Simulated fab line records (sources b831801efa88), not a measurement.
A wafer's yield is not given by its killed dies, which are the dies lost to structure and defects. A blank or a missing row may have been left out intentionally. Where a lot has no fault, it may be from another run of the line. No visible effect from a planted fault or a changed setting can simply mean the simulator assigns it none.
Matching of chambers :: flow sky130 :: SKY_CONTACT_CMP_27 on cmp-02: 4 sister chambers
The step polishes, stops on SiO2, t overpolish 15 s, target thk 0 nm. 16 wafers are shown with their chamber, then 8 later ones without.

== WAFERS, EACH WITH ITS CHAMBER ==
wafer: L531.2
chamber: 2
motor_current_A (A): 10.8
time_to_endpoint_s (s): 80
retaining_ring_pressure_frac: 1.005

wafer: L531.3
chamber: 1
motor_current_A (A): 10.5
time_to_endpoint_s (s): 79
retaining_ring_pressure_frac: 0.988

wafer: L531.4
chamber: 0
motor_current_A (A): 11.7
time_to_endpoint_s (s): 86
retaining_ring_pressure_frac: 1.003

wafer: L532.2
chamber: 2
motor_current_A (A): 10.9
time_to_endpoint_s (s): 83
retaining_ring_pressure_frac: 0.998

wafer: L532.4
chamber: 3
motor_current_A (A): 9.7
time_to_endpoint_s (s): 81
retaining_ring_pressure_frac: 1.000

wafer: L532.5
chamber: 2
motor_current_A (A): 10.4
time_to_endpoint_s (s): 85
retaining_ring_pressure_frac: 1.002

wafer: L534.2
chamber: 3
motor_current_A (A): 10.0
time_to_endpoint_s (s): 86
retaining_ring_pressure_frac: 0.997

wafer: L534.3
chamber: 1
motor_current_A (A): 10.0
time_to_endpoint_s (s): 86
retaining_ring_pressure_frac: 1.003

wafer: L534.4
chamber: 0
motor_current_A (A): 11.8
time_to_endpoint_s (s): 91
retaining_ring_pressure_frac: 0.998

wafer: L535.2
chamber: 1
motor_current_A (A): 10.4
time_to_endpoint_s (s): 82
retaining_ring_pressure_frac: 1.005

wafer: L535.3
chamber: 0
motor_current_A (A): 12.2
time_to_endpoint_s (s): 85
retaining_ring_pressure_frac: 1.004

wafer: L535.6
chamber: 0
motor_current_A (A): 12.0
time_to_endpoint_s (s): 86
retaining_ring_pressure_frac: 1.003

wafer: L540.1
chamber: 3
motor_current_A (A): 9.9
time_to_endpoint_s (s): 82
retaining_ring_pressure_frac: 1.000

wafer: L540.2
chamber: 1
motor_current_A (A): 9.8
time_to_endpoint_s (s): 81
retaining_ring_pressure_frac: 0.997

wafer: L540.5
chamber: 1
motor_current_A (A): 10.3
time_to_endpoint_s (s): 81
retaining_ring_pressure_frac: 1.000

wafer: L544.3
chamber: 1
motor_current_A (A): 10.0
time_to_endpoint_s (s): 78
retaining_ring_pressure_frac: 0.999

SIGNATURES, as means of the wafers listed above
reading: motor_current_A
chamber 0: 11.925
chamber 1: 10.167
chamber 2: 10.700
chamber 3: 9.867
scatter within a chamber: 0.243

reading: time_to_endpoint_s
chamber 0: 87.00
chamber 1: 81.17
chamber 2: 82.67
chamber 3: 83.00
scatter within a chamber: 2.7

reading: retaining_ring_pressure_frac
chamber 0: 1.00200
chamber 1: 0.99867
chamber 2: 1.00167
chamber 3: 0.99900
scatter within a chamber: 0.00438
Rule: for each reading, subtract the chamber's mean from the wafer's reading, divide by that reading's scatter and square the result; add these up over the readings and take the root, which gives the wafer's distance from the chamber. If the next closest chamber is less than 2 further off than the closest, the wafer can't be placed; otherwise it belongs to the closest. The scatter is the square root of a quotient: the sum, over the shown wafers, of each reading's squared deviation from its chamber's mean, divided by wafers minus chambers.

== WAFERS WITH NO CHAMBER GIVEN ==
wafer: L544.5
motor_current_A (A): 12.0
time_to_endpoint_s (s): 85
retaining_ring_pressure_frac: 1.004

wafer: L544.6
motor_current_A (A): 10.2
time_to_endpoint_s (s): 77
retaining_ring_pressure_frac: 0.995

wafer: L545.2
motor_current_A (A): 10.4
time_to_endpoint_s (s): 84
retaining_ring_pressure_frac: 0.999

wafer: L545.3
motor_current_A (A): 11.9
time_to_endpoint_s (s): 88
retaining_ring_pressure_frac: 0.999

wafer: L545.6
motor_current_A (A): 11.8
time_to_endpoint_s (s): 88
retaining_ring_pressure_frac: 1.000

wafer: L553.3
motor_current_A (A): 10.5
time_to_endpoint_s (s): 81
retaining_ring_pressure_frac: 1.002

wafer: L553.4
motor_current_A (A): 10.3
time_to_endpoint_s (s): 75
retaining_ring_pressure_frac: 1.001

wafer: L553.5
motor_current_A (A): 10.0
time_to_endpoint_s (s): 74
retaining_ring_pressure_frac: 0.994

== CHAMBER TAKEN BY EACH ==
wafer: L544.5
from the rows above: 0
in truth: 0

wafer: L544.6
from the rows above: can't be placed: 1 or 3 or 2
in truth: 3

wafer: L545.2
from the rows above: can't be placed: 1 or 2 or 3
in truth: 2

wafer: L545.3
from the rows above: 0
in truth: 0

wafer: L545.6
from the rows above: 0
in truth: 0

wafer: L553.3
from the rows above: can't be placed: 2 or 1 or 3
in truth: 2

wafer: L553.4
from the rows above: can't be placed: 1 or 2 or 3
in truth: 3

wafer: L553.5
from the rows above: can't be placed: 1 or 3 or 2
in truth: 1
Placed correctly: 3 of 8. From these rows, 5 cannot be placed; in 5 the true chamber is one of the candidates. Number placed wrongly: 0.
